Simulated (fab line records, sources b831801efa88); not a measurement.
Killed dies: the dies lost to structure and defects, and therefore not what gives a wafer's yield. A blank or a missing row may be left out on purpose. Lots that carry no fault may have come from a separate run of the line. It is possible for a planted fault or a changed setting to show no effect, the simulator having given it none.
fab line records :: flow sfqLine
[record]
  lots = 16
  wafers = 48
  lastDay = 83
route steps=325 shown C5@243
lots untouched by any fault: they come from a run of this same line in which no faults occurred
startH: start of the lot's first displayed wafer, in hours after the record's first day :: waitH: how many hours have passed since the lot's step before this one :: " as in the row above :: L1.1+2: several wafers, shown together as one row :: - no value, or no start was given :: * or withheld: withheld :: < > ~ a bound
route shown NAME@n: names a module that has steps shown in the file, with the first one's number in the route :: usual: average and standard deviation across the fault-free wafers :: same: alike in all rows :: chamber/n: place in a boat :: sites: readings site by site :: _std_site: the values' standard deviation :: _edge_site: inner sites' mean taken away from outer sites' mean :: radiusMm: for every site, how far away it sits from the centre of the wafer :: mask NAME#n: copy n :: behind: the last tool/chamber to shape the wafer :: hold: reason for holding the lot/hours on hold/outcome of the hold :: device: which transistor (n, p or np) failed to switch :: end of line: tests of these same wafers at the route's end :: a step given without rows: its recipe and nothing more :: killed: dies that structure and defects cost at the first sort, which is not the same as the wafer's yield :: map: a wafer's dies, marking killed ones x, the rest . and places with no die _
set.NAME: setting as actually run; set.NAME@STEP: the setting as run at that earlier step :: model.NAME: the simulator's own value behind a step, which no gauge read
route steps across a sampled set of lots; one table per step, one row per wafer
services: when a tool's chamber went out of use (startH, in hours from the record's first day, below 0 if earlier), for how many hours, and the reason
[[steps]]
[step SFQ_TRILAYER_C5_LITHO_EXPOSE_152]
[recipe]
  maskId = C5
  na = 0.6
  sourceShape = conventional
  sigmaOuter = 0.65
  targetCdNm = 500
  doseMj = 21.3
[usual]
  stageVelMmS = 500.03/0.26
lot.wafer: L228.2
tool: krfScanner-01
chamber: 0
startH: 1475.40
waitH: -
mask: C5#0
stageVelMmS: 500.20

lot.wafer: L228.4
tool: krfScanner-01
chamber: 0
startH: 1475.40
waitH: -
mask: C5#0
stageVelMmS: 500.16

lot.wafer: L228.5
tool: krfScanner-01
chamber: 0
startH: 1475.40
waitH: -
mask: C5#0
stageVelMmS: 500.30

lot.wafer: L229.3
tool: krfScanner-02
chamber: 0
startH: 1481.51
waitH: -
mask: C5#0
stageVelMmS: 499.97

lot.wafer: L229.4
tool: krfScanner-02
chamber: 0
startH: 1481.51
waitH: -
mask: C5#0
stageVelMmS: 499.51

lot.wafer: L229.6
tool: krfScanner-02
chamber: 0
startH: 1481.51
waitH: -
mask: C5#0
stageVelMmS: 499.91

lot.wafer: L231.1
tool: krfScanner-02
chamber: 0
startH: 1489.51
waitH: -
mask: C5#0
stageVelMmS: 499.99

lot.wafer: L231.3
tool: krfScanner-02
chamber: 0
startH: 1489.51
waitH: -
mask: C5#0
stageVelMmS: 500.21

lot.wafer: L231.4
tool: krfScanner-02
chamber: 0
startH: 1489.51
waitH: -
mask: C5#0
stageVelMmS: 499.80

lot.wafer: L232.2
tool: krfScanner-01
chamber: 0
startH: 1506.37
waitH: -
mask: C5#0
stageVelMmS: 500.05

lot.wafer: L232.5
tool: krfScanner-01
chamber: 0
startH: 1506.37
waitH: -
mask: C5#0
stageVelMmS: 500.03

lot.wafer: L232.6
tool: krfScanner-01
chamber: 0
startH: 1506.37
waitH: -
mask: C5#0
stageVelMmS: 499.77

lot.wafer: L233.1
tool: krfScanner-02
chamber: 0
startH: 1511.10
waitH: -
mask: C5#0
stageVelMmS: 499.83

lot.wafer: L233.2
tool: krfScanner-02
chamber: 0
startH: 1511.10
waitH: -
mask: C5#0
stageVelMmS: 499.94

lot.wafer: L233.5
tool: krfScanner-02
chamber: 0
startH: 1511.10
waitH: -
mask: C5#0
stageVelMmS: 499.43

lot.wafer: L234.2
tool: krfScanner-02
chamber: 0
startH: 1525.70
waitH: -
mask: C5#0
stageVelMmS: 500.01

lot.wafer: L234.3
tool: krfScanner-02
chamber: 0
startH: 1525.70
waitH: -
mask: C5#0
stageVelMmS: 500.28

lot.wafer: L234.4
tool: krfScanner-02
chamber: 0
startH: 1525.70
waitH: -
mask: C5#0
stageVelMmS: 499.85

lot.wafer: L235.4
tool: krfScanner-02
chamber: 0
startH: 1546.47
waitH: -
mask: C5#0
stageVelMmS: 500.08

lot.wafer: L235.5
tool: krfScanner-02
chamber: 0
startH: 1546.47
waitH: -
mask: C5#0
stageVelMmS: 499.74

lot.wafer: L235.6
tool: krfScanner-02
chamber: 0
startH: 1546.47
waitH: -
mask: C5#0
stageVelMmS: 499.89

lot.wafer: L236.1
tool: krfScanner-02
chamber: 0
startH: 1549.27
waitH: -
mask: C5#0
stageVelMmS: 500.14

lot.wafer: L236.2
tool: krfScanner-02
chamber: 0
startH: 1549.27
waitH: -
mask: C5#0
stageVelMmS: 500.18

lot.wafer: L236.4
tool: krfScanner-02
chamber: 0
startH: 1549.27
waitH: -
mask: C5#0
stageVelMmS: 500.35

lot.wafer: L237.1
tool: krfScanner-02
chamber: 0
startH: 1573.27
waitH: -
mask: C5#0
stageVelMmS: 499.80

lot.wafer: L237.2
tool: krfScanner-02
chamber: 0
startH: 1573.27
waitH: -
mask: C5#0
stageVelMmS: 500.10

lot.wafer: L237.6
tool: krfScanner-02
chamber: 0
startH: 1573.27
waitH: -
mask: C5#0
stageVelMmS: 500.04

lot.wafer: L238.3
tool: krfScanner-02
chamber: 0
startH: 1576.09
waitH: -
mask: C5#0
stageVelMmS: 499.81

lot.wafer: L238.4
tool: krfScanner-02
chamber: 0
startH: 1576.09
waitH: -
mask: C5#0
stageVelMmS: 499.85

lot.wafer: L238.5
tool: krfScanner-02
chamber: 0
startH: 1576.09
waitH: -
mask: C5#0
stageVelMmS: 500.32

lot.wafer: L239.2
tool: krfScanner-02
chamber: 0
startH: 1676.83
waitH: -
mask: C5#0
stageVelMmS: 499.87

lot.wafer: L239.3
tool: krfScanner-02
chamber: 0
startH: 1676.83
waitH: -
mask: C5#0
stageVelMmS: 499.86

lot.wafer: L239.5
tool: krfScanner-02
chamber: 0
startH: 1676.83
waitH: -
mask: C5#0
stageVelMmS: 500.34

lot.wafer: L243.2
tool: krfScanner-02
chamber: 0
startH: 1700.83
waitH: -
mask: C5#0
stageVelMmS: 500.08

lot.wafer: L243.4
tool: krfScanner-02
chamber: 0
startH: 1700.83
waitH: -
mask: C5#0
stageVelMmS: 500.05

lot.wafer: L243.6
tool: krfScanner-02
chamber: 0
startH: 1700.83
waitH: -
mask: C5#0
stageVelMmS: 499.86

lot.wafer: L247.2
tool: krfScanner-01
chamber: 0
startH: 1714.99
waitH: -
mask: C5#0
stageVelMmS: 500.35

lot.wafer: L247.3
tool: krfScanner-01
chamber: 0
startH: 1714.99
waitH: -
mask: C5#0
stageVelMmS: 500.09

lot.wafer: L247.4
tool: krfScanner-01
chamber: 0
startH: 1714.99
waitH: -
mask: C5#0
stageVelMmS: 500.42

lot.wafer: L248.3
tool: krfScanner-01
chamber: 0
startH: 1717.59
waitH: -
mask: C5#0
stageVelMmS: 499.85

lot.wafer: L248.4
tool: krfScanner-01
chamber: 0
startH: 1717.59
waitH: -
mask: C5#0
stageVelMmS: 499.56

lot.wafer: L248.5
tool: krfScanner-01
chamber: 0
startH: 1717.59
waitH: -
mask: C5#0
stageVelMmS: 499.80

lot.wafer: L249.2
tool: krfScanner-01
chamber: 0
startH: 1720.99
waitH: -
mask: C5#0
stageVelMmS: 500.19

lot.wafer: L249.4
tool: krfScanner-01
chamber: 0
startH: 1720.99
waitH: -
mask: C5#0
stageVelMmS: 500.45

lot.wafer: L249.5
tool: krfScanner-01
chamber: 0
startH: 1720.99
waitH: -
mask: C5#0
stageVelMmS: 500.26

lot.wafer: L250.1
tool: krfScanner-01
chamber: 0
startH: 1721.99
waitH: -
mask: C5#0
stageVelMmS: 500.01

lot.wafer: L250.5
tool: krfScanner-01
chamber: 0
startH: 1721.99
waitH: -
mask: C5#0
stageVelMmS: 500.21

lot.wafer: L250.6
tool: krfScanner-01
chamber: 0
startH: 1721.99
waitH: -
mask: C5#0
stageVelMmS: 500.05
[step SFQ_C5_OVL_MEAS_937]
[usual]
  C5_OVL = 2/5.4
lot.wafer: L228.2
tool: overlay-02
chamber: -
startH: 1476.70
waitH: 0.1
C5_OVL[nm]: -5

lot.wafer: L228.4
tool: overlay-02
chamber: -
startH: 1476.70
waitH: 0.1
C5_OVL[nm]: 1

lot.wafer: L228.5
tool: overlay-02
chamber: -
startH: 1476.70
waitH: 0.1
C5_OVL[nm]: -1

lot.wafer: L229.3
tool: overlay-01
chamber: -
startH: 1482.62
waitH: 0.1
C5_OVL[nm]: -1

lot.wafer: L229.4
tool: overlay-01
chamber: -
startH: 1482.62
waitH: 0.1
C5_OVL[nm]: 4

lot.wafer: L229.6
tool: overlay-01
chamber: -
startH: 1482.62
waitH: 0.1
C5_OVL[nm]: -3

lot.wafer: L231.1
tool: overlay-02
chamber: -
startH: 1491.01
waitH: 0.1
C5_OVL[nm]: 0

lot.wafer: L231.3
tool: overlay-02
chamber: -
startH: 1491.01
waitH: 0.1
C5_OVL[nm]: -3

lot.wafer: L231.4
tool: overlay-02
chamber: -
startH: 1491.01
waitH: 0.1
C5_OVL[nm]: -4

lot.wafer: L232.2
tool: overlay-02
chamber: -
startH: 1507.68
waitH: 0.1
C5_OVL[nm]: 7

lot.wafer: L232.5
tool: overlay-02
chamber: -
startH: 1507.68
waitH: 0.1
C5_OVL[nm]: 5

lot.wafer: L232.6
tool: overlay-02
chamber: -
startH: 1507.68
waitH: 0.1
C5_OVL[nm]: 11

lot.wafer: L233.1
tool: overlay-02
chamber: -
startH: 1512.60
waitH: 0.1
C5_OVL[nm]: 9

lot.wafer: L233.2
tool: overlay-02
chamber: -
startH: 1512.60
waitH: 0.1
C5_OVL[nm]: 8

lot.wafer: L233.5
tool: overlay-02
chamber: -
startH: 1512.60
waitH: 0.1
C5_OVL[nm]: 2

lot.wafer: L234.2
tool: overlay-02
chamber: -
startH: 1527.00
waitH: 0.1
C5_OVL[nm]: 1

lot.wafer: L234.3
tool: overlay-02
chamber: -
startH: 1527.00
waitH: 0.1
C5_OVL[nm]: -1

lot.wafer: L234.4
tool: overlay-02
chamber: -
startH: 1527.00
waitH: 0.1
C5_OVL[nm]: 4

lot.wafer: L235.4
tool: overlay-02
chamber: -
startH: 1547.39
waitH: 0.1
C5_OVL[nm]: 6

lot.wafer: L235.5
tool: overlay-02
chamber: -
startH: 1547.39
waitH: 0.1
C5_OVL[nm]: 8

lot.wafer: L235.6
tool: overlay-02
chamber: -
startH: 1547.39
waitH: 0.1
C5_OVL[nm]: 5

lot.wafer: L236.1
tool: overlay-02
chamber: -
startH: 1550.77
waitH: 0.1
C5_OVL[nm]: -3

lot.wafer: L236.2
tool: overlay-02
chamber: -
startH: 1550.77
waitH: 0.1
C5_OVL[nm]: 2

lot.wafer: L236.4
tool: overlay-02
chamber: -
startH: 1550.77
waitH: 0.1
C5_OVL[nm]: -2

lot.wafer: L237.1
tool: overlay-02
chamber: -
startH: 1574.77
waitH: 0.1
C5_OVL[nm]: 8

lot.wafer: L237.2
tool: overlay-02
chamber: -
startH: 1574.77
waitH: 0.1
C5_OVL[nm]: 6

lot.wafer: L237.6
tool: overlay-02
chamber: -
startH: 1574.77
waitH: 0.1
C5_OVL[nm]: 12

lot.wafer: L238.3
tool: overlay-01
chamber: -
startH: 1577.20
waitH: 0.1
C5_OVL[nm]: 8

lot.wafer: L238.4
tool: overlay-01
chamber: -
startH: 1577.20
waitH: 0.1
C5_OVL[nm]: 8

lot.wafer: L238.5
tool: overlay-01
chamber: -
startH: 1577.20
waitH: 0.1
C5_OVL[nm]: 11

lot.wafer: L239.2
tool: overlay-01
chamber: -
startH: 1678.14
waitH: 0.1
C5_OVL[nm]: -1

lot.wafer: L239.3
tool: overlay-01
chamber: -
startH: 1678.14
waitH: 0.1
C5_OVL[nm]: -3

lot.wafer: L239.5
tool: overlay-01
chamber: -
startH: 1678.14
waitH: 0.1
C5_OVL[nm]: -9

lot.wafer: L243.2
tool: overlay-02
chamber: -
startH: 1702.14
waitH: 0.1
C5_OVL[nm]: -3

lot.wafer: L243.4
tool: overlay-02
chamber: -
startH: 1702.14
waitH: 0.1
C5_OVL[nm]: -1

lot.wafer: L243.6
tool: overlay-02
chamber: -
startH: 1702.14
waitH: 0.1
C5_OVL[nm]: 2

lot.wafer: L247.2
tool: overlay-02
chamber: -
startH: 1716.30
waitH: 0.1
C5_OVL[nm]: 83

lot.wafer: L247.3
tool: overlay-02
chamber: -
startH: 1716.30
waitH: 0.1
C5_OVL[nm]: 90

lot.wafer: L247.4
tool: overlay-02
chamber: -
startH: 1716.30
waitH: 0.1
C5_OVL[nm]: 90

lot.wafer: L248.3
tool: overlay-02
chamber: -
startH: 1718.71
waitH: 0.1
C5_OVL[nm]: 84

lot.wafer: L248.4
tool: overlay-02
chamber: -
startH: 1718.71
waitH: 0.1
C5_OVL[nm]: 84

lot.wafer: L248.5
tool: overlay-02
chamber: -
startH: 1718.71
waitH: 0.1
C5_OVL[nm]: 84

lot.wafer: L249.2
tool: overlay-01
chamber: -
startH: 1722.30
waitH: 0.1
C5_OVL[nm]: 92

lot.wafer: L249.4
tool: overlay-01
chamber: -
startH: 1722.30
waitH: 0.1
C5_OVL[nm]: 93

lot.wafer: L249.5
tool: overlay-01
chamber: -
startH: 1722.30
waitH: 0.1
C5_OVL[nm]: 87

lot.wafer: L250.1
tool: overlay-02
chamber: -
startH: 1723.49
waitH: 0.1
C5_OVL[nm]: 87

lot.wafer: L250.5
tool: overlay-02
chamber: -
startH: 1723.49
waitH: 0.1
C5_OVL[nm]: 92

lot.wafer: L250.6
tool: overlay-02
chamber: -
startH: 1723.49
waitH: 0.1
C5_OVL[nm]: 89
[[services]]
tool: krfScanner-01
chamber: -
startH: 1477.60
hours: 0.8
kind: pm

tool: krfScanner-01
chamber: -
startH: 1489.27
hours: 1.3
kind: pm

tool: krfScanner-02
chamber: -
startH: 1497.91
hours: 0.8
kind: pm

tool: krfScanner-01
chamber: -
startH: 1510.97
hours: 1.0
kind: pm

tool: krfScanner-02
chamber: -
startH: 1530.30
hours: 4.0
kind: pm

tool: krfScanner-02
chamber: -
startH: 1539.69
hours: 1.3
kind: pm

tool: krfScanner-02
chamber: -
startH: 1567.52
hours: 0.4
kind: repair

tool: krfScanner-02
chamber: -
startH: 1568.34
hours: 1.0
kind: pm

tool: krfScanner-02
chamber: -
startH: 1569.73
hours: 0.8
kind: pm

tool: krfScanner-01
chamber: -
startH: 1646.85
hours: 0.8
kind: pm

tool: krfScanner-01
chamber: -
startH: 1664.40
hours: 1.3
kind: pm

tool: krfScanner-01
chamber: -
startH: 1676.50
hours: 0.8
kind: pm

tool: krfScanner-01
chamber: -
startH: 1679.88
hours: 1.0
kind: pm

tool: krfScanner-02
chamber: -
startH: 1707.47
hours: 0.3
kind: repair

tool: krfScanner-02
chamber: -
startH: 1715.59
hours: 1.3
kind: pm

tool: krfScanner-02
chamber: -
startH: 1717.07
hours: 0.4
kind: repair
[[key]]
[firstSign]
  step = SFQ_C5_OVL_MEAS_937
  reading = C5_OVL
  direction = up
  sigmas = 16
  usual = 2
  struck = 88
effect none on later readings
metAt SFQ_TRILAYER_C5_LITHO_EXPOSE_152
struckLots L247,L248,L249,L250
alsoFits time
[fault]
  kind = scannerMatchingOverlay
  tool = krfScanner-01
  chamber = -
  onsetH = 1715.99
  steps = SFQ_TRILAYER_C5_LITHO_EXPOSE_152
  offset = 90.142
